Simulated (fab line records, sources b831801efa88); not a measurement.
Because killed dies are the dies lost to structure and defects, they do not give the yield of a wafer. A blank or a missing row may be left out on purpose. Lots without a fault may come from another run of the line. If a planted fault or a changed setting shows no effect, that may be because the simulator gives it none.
Which tool did it? | flow sky130 | Sampling: 12 lots, 36 wafers, 5 of 708 route steps

WHAT EACH GAUGE READ, for each wafer
The record holds no reading of a measuring or inspecting step that can be judged against a usual standard deviation.

TOOL THAT RAN EACH LOT (tool first, then ch and the chambers of the sampled wafers, then the start)
lot  | SKY_CONTACT_STRIP_19                | SKY_METAL1_SPUTTER_02       | SKY_METAL1_SPUTTER_03       | SKY_METAL1_SPUTTER_04       | SKY_PAD_OPEN_PROBE_99
L474 | plasmaAsher-01 ch 0,1, day 33 04:22 | pvdSputter-01, day 33 05:41 | pvdSputter-01, day 33 05:43 | pvdSputter-01, day 33 05:44 | prober-02, day 46 22:36
L475 | plasmaAsher-02 ch 0,1, day 33 05:46 | pvdSputter-01, day 33 07:02 | pvdSputter-01, day 33 07:03 | pvdSputter-01, day 33 07:04 | prober-01, day 47 01:02
L476 | plasmaAsher-02 ch 1, day 33 09:58   | pvdSputter-01, day 33 11:17 | pvdSputter-01, day 33 11:18 | pvdSputter-01, day 33 11:19 | prober-02, day 47 05:50
L477 | plasmaAsher-01 ch 0,1, day 33 13:31 | pvdSputter-02, day 33 14:51 | pvdSputter-02, day 33 14:52 | pvdSputter-02, day 33 14:53 | prober-01, day 47 07:24
L479 | plasmaAsher-01 ch 0,1, day 34 13:07 | pvdSputter-02, day 34 14:25 | pvdSputter-02, day 34 14:26 | pvdSputter-02, day 34 14:28 | prober-01, day 47 23:55
L480 | plasmaAsher-02 ch 0,1, day 34 18:05 | pvdSputter-02, day 34 19:45 | pvdSputter-02, day 34 19:46 | pvdSputter-02, day 34 19:47 | prober-02, day 48 04:04
L481 | plasmaAsher-04 ch 0,1, day 35 02:37 | pvdSputter-01, day 35 03:57 | pvdSputter-01, day 35 03:58 | pvdSputter-01, day 35 03:59 | prober-01, day 48 11:32
L482 | plasmaAsher-04 ch 0,1, day 35 13:58 | pvdSputter-02, day 35 15:18 | pvdSputter-02, day 35 15:20 | pvdSputter-02, day 35 15:20 | prober-02, day 48 18:46
L490 | plasmaAsher-01 ch 0,1, day 38 06:13 | pvdSputter-02, day 38 07:28 | pvdSputter-02, day 38 07:30 | pvdSputter-02, day 38 07:31 | prober-01, day 50 14:23
L492 | plasmaAsher-02 ch 0,1, day 38 12:13 | pvdSputter-02, day 38 13:29 | pvdSputter-02, day 38 13:30 | pvdSputter-02, day 38 13:32 | prober-01, day 50 19:15
L491 | plasmaAsher-04 ch 0,1, day 38 12:40 | pvdSputter-01, day 38 13:58 | pvdSputter-01, day 38 13:59 | pvdSputter-01, day 38 14:01 | prober-02, day 50 19:31
L493 | plasmaAsher-02 ch 0,1, day 38 17:55 | pvdSputter-01, day 38 19:13 | pvdSputter-01, day 38 19:14 | pvdSputter-01, day 38 19:16 | prober-01, day 50 20:39
- SKY_CONTACT_STRIP_19: strips in O2/N2.
- SKY_METAL1_SPUTTER_02: material AlCu, target thk 250 nm, time 13.3 s.
- SKY_METAL1_SPUTTER_03: material Ti, target thk 5 nm, time 3.3 s.
- SKY_METAL1_SPUTTER_04: material TiN, target thk 70 nm, time 58.3 s.
- SKY_PAD_OPEN_PROBE_99

AS READ BY THE TOOLS THEMSELVES (means over the sampled wafers that have a number; for cases with no such wafer, the mark the record gives instead)
SKY_CONTACT_STRIP_19. Usual: drypumpMotorCurrentA 5.7 A, standard deviation 0.52; oesProductAu 0.380 a.u., standard deviation 0.0047; stripTimeToEndpointS 3.621 s, standard deviation 0.028.
lot  | tool           | drypumpMotorCurrentA (A) | oesProductAu (a.u.) | stripTimeToEndpointS (s) | flag
L474 | plasmaAsher-01 | 5.3                      | 0.380               | 3.629                    | 
L475 | plasmaAsher-02 | 5.8                      | 0.378               | 3.613                    | 
L476 | plasmaAsher-02 | 5.6                      | 0.381               | 3.619                    | 
L477 | plasmaAsher-01 | 5.3                      | 0.381               | 3.666                    | 
L479 | plasmaAsher-01 | 5.3                      | 0.379               | 3.584                    | 
L480 | plasmaAsher-02 | 5.8                      | 0.380               | 3.593                    | 
L481 | plasmaAsher-04 | 5.6                      | 0.379               | 3.623                    | 
L482 | plasmaAsher-04 | 5.6                      | 0.380               | 3.588                    | 
L490 | plasmaAsher-01 | 5.3                      | 0.384               | 3.635                    | 
L492 | plasmaAsher-02 | 5.8                      | 0.382               | 3.609                    | 
L491 | plasmaAsher-04 | 5.8                      | 0.380               | 3.627                    | 
L493 | plasmaAsher-02 | 5.8                      | 0.385               | 3.635                    | 

SKY_METAL1_SPUTTER_02. Usual: chamberPressurePa 0.3999 Pa, standard deviation 0.00073; throttleValvePct 29.7 %, standard deviation 1.2.
lot  | tool          | chamberPressurePa (Pa) | throttleValvePct (%) | flag
L474 | pvdSputter-01 | 0.3994                 | 28.2                 | 
L475 | pvdSputter-01 | 0.4008                 | 29.3                 | 
L476 | pvdSputter-01 | 0.3992                 | 28.6                 | 
L477 | pvdSputter-02 | 0.4002                 | 30.2                 | 
L479 | pvdSputter-02 | 0.4003                 | 30.7                 | 
L480 | pvdSputter-02 | 0.4001                 | 30.1                 | 
L481 | pvdSputter-01 | 0.4000                 | 28.4                 | 
L482 | pvdSputter-02 | 0.4005                 | 30.4                 | 
L490 | pvdSputter-02 | 0.4007                 | 29.8                 | 
L492 | pvdSputter-02 | 0.3997                 | 30.3                 | 
L491 | pvdSputter-01 | 0.3997                 | 28.4                 | 
L493 | pvdSputter-01 | 0.3996                 | 29.4                 | 

SKY_METAL1_SPUTTER_03. Usual: chamberPressurePa 0.4001 Pa, standard deviation 0.00076; throttleValvePct 29.7 %, standard deviation 1.2.
lot  | tool          | chamberPressurePa (Pa) | throttleValvePct (%) | flag
L474 | pvdSputter-01 | 0.4008                 | 28.4                 | 
L475 | pvdSputter-01 | 0.3996                 | 29.4                 | 
L476 | pvdSputter-01 | 0.4007                 | 28.7                 | 
L477 | pvdSputter-02 | 0.3991                 | 30.3                 | 
L479 | pvdSputter-02 | 0.4009                 | 30.7                 | 
L480 | pvdSputter-02 | 0.3994                 | 30.1                 | 
L481 | pvdSputter-01 | 0.4004                 | 28.3                 | 
L482 | pvdSputter-02 | 0.4002                 | 30.4                 | 
L490 | pvdSputter-02 | 0.4005                 | 29.9                 | 
L492 | pvdSputter-02 | 0.3993                 | 30.5                 | 
L491 | pvdSputter-01 | 0.3997                 | 28.5                 | 
L493 | pvdSputter-01 | 0.4003                 | 29.5                 | 

SKY_METAL1_SPUTTER_04. Usual: chamberPressurePa 0.4000 Pa, standard deviation 0.00083; throttleValvePct 29.7 %, standard deviation 1.2.
lot  | tool          | chamberPressurePa (Pa) | throttleValvePct (%) | flag
L474 | pvdSputter-01 | 0.3996                 | 28.3                 | 
L475 | pvdSputter-01 | 0.4003                 | 29.2                 | 
L476 | pvdSputter-01 | 0.4005                 | 28.5                 | 
L477 | pvdSputter-02 | 0.3993                 | 30.3                 | 
L479 | pvdSputter-02 | 0.4004                 | 30.7                 | 
L480 | pvdSputter-02 | 0.4003                 | 30.0                 | 
L481 | pvdSputter-01 | 0.3990                 | 28.4                 | 
L482 | pvdSputter-02 | 0.4071                 | 30.1                 | OFF
L490 | pvdSputter-02 | 0.4000                 | 29.9                 | 
L492 | pvdSputter-02 | 0.4000                 | 30.4                 | 
L491 | pvdSputter-01 | 0.3996                 | 28.4                 | 
L493 | pvdSputter-01 | 0.4002                 | 29.4                 | 

SKY_PAD_OPEN_PROBE_99. Usual: defectLimitedYield 82.6 %, standard deviation 1.8; killed_at_M0_to_M3 44, standard deviation 6.3; killed_at_M4_up 2.8, standard deviation 1.7; killedAtContacts 25, standard deviation 5.8; killedAtFrontEnd 14, standard deviation 4.4; killedAtOther 0.3, standard deviation 0.49; killedDies 86, standard deviation 8.7; killedOpen 48, standard deviation 5.8; killedShort 38, standard deviation 6; sort_bin_3_pad_short 0.8 %, standard deviation 0.39; sort_bin_5_function 10.4 %, standard deviation 1.4; sort_bin_6_memory 6.2 %, standard deviation 1.1; sort_bin_8_speed 0.00 %, standard deviation 0.017; sortNPass 406, standard deviation 8.7; sortYieldPct 82.6 %, standard deviation 1.8.
lot  | tool      | defectLimitedYield (%) | killed_at_M0_to_M3 | killed_at_M4_up | killedAtContacts | killedAtFrontEnd | killedAtOther | killedDies | killedOpen | killedShort | sort_bin_3_pad_short (%) | sort_bin_5_function (%) | sort_bin_6_memory (%) | sort_bin_8_speed (%) | sortNPass | sortYieldPct (%) | flag
L474 | prober-02 | 82.3                   | 49                 | 1.7             | 23               | 13               | 0.3           | 87         | 49         | 38          | 1.0                      | 10.7                    | 6.0                   | 0.07                 | 405       | 82.2             | OFF
L475 | prober-01 | 83.8                   | 42                 | 4.7             | 22               | 11               | 0.3           | 80         | 45         | 35          | 0.7                      | 9.8                     | 5.8                   | 0.00                 | 412       | 83.8             | 
L476 | prober-02 | 82.9                   | 42                 | 3.0             | 22               | 17               | 0.7           | 84         | 46         | 39          | 0.7                      | 10.4                    | 6.0                   | 0.00                 | 408       | 82.9             | 
L477 | prober-01 | 84.6                   | 36                 | 1.0             | 26               | 13               | 0.0           | 76         | 45         | 31          | 0.4                      | 9.0                     | 6.0                   | 0.00                 | 416       | 84.6             | 
L479 | prober-01 | 79.7                   | 45                 | 3.0             | 36               | 17               | 0.0           | 100        | 55         | 45          | 1.5                      | 12.1                    | 6.7                   | 0.00                 | 392       | 79.7             | 
L480 | prober-02 | 83.0                   | 43                 | 2.7             | 23               | 14               | 0.7           | 83         | 46         | 38          | 0.7                      | 10.4                    | 5.8                   | 0.00                 | 409       | 83.0             | 
L481 | prober-01 | 84.2                   | 41                 | 0.7             | 22               | 15               | 0.0           | 78         | 46         | 32          | 0.9                      | 8.4                     | 6.6                   | 0.00                 | 414       | 84.2             | 
L482 | prober-02 | 83.4                   | 40                 | 1.3             | 28               | 12               | 0.0           | 82         | 43         | 39          | 0.5                      | 10.7                    | 5.6                   | 0.00                 | 410       | 83.4             | 
L490 | prober-01 | 82.3                   | 44                 | 3.0             | 26               | 14               | 0.3           | 87         | 47         | 41          | 0.7                      | 10.0                    | 7.0                   | 0.00                 | 405       | 82.3             | 
L492 | prober-01 | 83.9                   | 39                 | 3.3             | 23               | 14               | 0.0           | 79         | 44         | 35          | 0.7                      | 9.7                     | 5.7                   | 0.00                 | 413       | 83.9             | 
L491 | prober-02 | 82.1                   | 44                 | 1.3             | 26               | 17               | 0.7           | 88         | 50         | 38          | 0.9                      | 10.2                    | 6.8                   | 0.00                 | 404       | 82.1             | 
L493 | prober-01 | 82.9                   | 45                 | 2.3             | 22               | 15               | 0.3           | 84         | 45         | 40          | 0.8                      | 9.9                     | 6.4                   | 0.00                 | 408       | 82.9             | 

THE ANSWER, worked out from the rows above alone
Rule: a lot is off if the mean of its wafers that have a number lies more than 3 standard deviations from the usual mean. A lot without any number at a reading at which 4 lots or more have one is off too. Any other lot the step has rows for is counted as sound. After the gauges, taken in route order, come the tools' own readings; for these a lot's mean is taken, as printed above. The first step at which some lot is off is used, and at that step the reading that is off furthest; a lot without a number counts as furthest.
Off: L482, at SKY_METAL1_SPUTTER_04 (chamberPressurePa).
If a tool, at that step or one of the process steps before it, ran each lot that is off and ran no sound lot following the first of them, it fits. No candidate that was tried fits.

WHAT HAD BEEN PUT IN BY THE SIMULATOR
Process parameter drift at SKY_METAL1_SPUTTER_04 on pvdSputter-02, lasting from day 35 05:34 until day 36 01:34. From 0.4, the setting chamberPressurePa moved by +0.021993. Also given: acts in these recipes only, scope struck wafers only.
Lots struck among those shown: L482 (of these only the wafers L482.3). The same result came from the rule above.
